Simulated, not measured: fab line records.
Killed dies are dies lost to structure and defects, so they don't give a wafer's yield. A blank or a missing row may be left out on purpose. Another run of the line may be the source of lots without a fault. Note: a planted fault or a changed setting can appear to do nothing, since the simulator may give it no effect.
2 desks looking at one fault | flow sky130 | numbers are kept per desk, each desk with only its own; the story behind them comes last

## METROLOGY DESK
What the gauges read for every lot (on any tool): the sampled wafers with a number, averaged. A lot is out of limits, marked OUT, if its mean lies more than 4 standard deviations from the usual mean; the brackets give that distance.
Columns: A = RES_XHIGH_TW at SKY_RES_XHIGH_TW_MEAS_09, usual 1643; B = cd-nm at SKY_SD_N_CD_MEAS_07, usual 380.0 nm; C = SD_N_OVL at SKY_SD_N_OVL_MEAS_08, usual -0.8 nm
lot  | first seen here | A    | B     | C
L242 | day 27 00:38    | 1618 | 379.1 | 2.0
L244 | day 27 14:35    | 1619 | 380.7 | -3.7
L251 | day 30 02:53    | 1655 | 382.5 | -0.1
L257 | day 31 18:03    | 1650 | 378.0 | 0.8
L259 | day 32 12:18    | 1644 | 377.9 | -2.6
L265 | day 34 16:54    | 1614 | 378.7 | -0.6
Result from this desk: across the 6 lots, nothing is out of limits.

## FOR THE TOOL OWNER'S DESK: implanter-01
The tool's own readings at SKY_SD_N_IMPLANT_10, given as means over the sampled wafers that have a number, one for each lot that went through this tool. A lot is out of limits, marked OUT, if its mean lies more than 4 standard deviations from the usual mean; the brackets give that distance.
Columns: A = beam-energy-keV at SKY_SD_N_IMPLANT_10, usual 20.001; B = tilt-deg at SKY_SD_N_IMPLANT_10, usual -0.001 degrees
lot  | first seen here | A                        | B
L242 | day 28 05:29    | 20.004                   | -0.009
L257 | day 32 21:35    | 21.545 (+99 or more) OUT | -0.014
L259 | day 33 14:34    | 21.550 (+99 or more) OUT | 0.006
This desk's verdict: out of limits on L257, L259, starting with L257 at day 32 21:35 (beam-energy-keV at SKY_SD_N_IMPLANT_10). Within limits: L242.

## ALL TOGETHER
At day 32 21:35, on L257, L259, the tool owner's desk was in a position to raise an alarm.
The metrology desk saw nothing out of limits.
The metrology desk holds a record of L257, L259, inside its limits.
Every lot named ran SKY_SD_N_IMPLANT_10 on implanter-01.

## WHAT THE SIMULATOR HAD INSERTED
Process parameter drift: implanter-01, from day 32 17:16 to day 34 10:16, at SKY_SD_N_IMPLANT_10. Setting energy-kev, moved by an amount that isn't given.
Lots struck among those shown: L257, L259.
Time in hours from fault onset to the first out-of-limits reading at each desk: the tool owner's desk, 4.
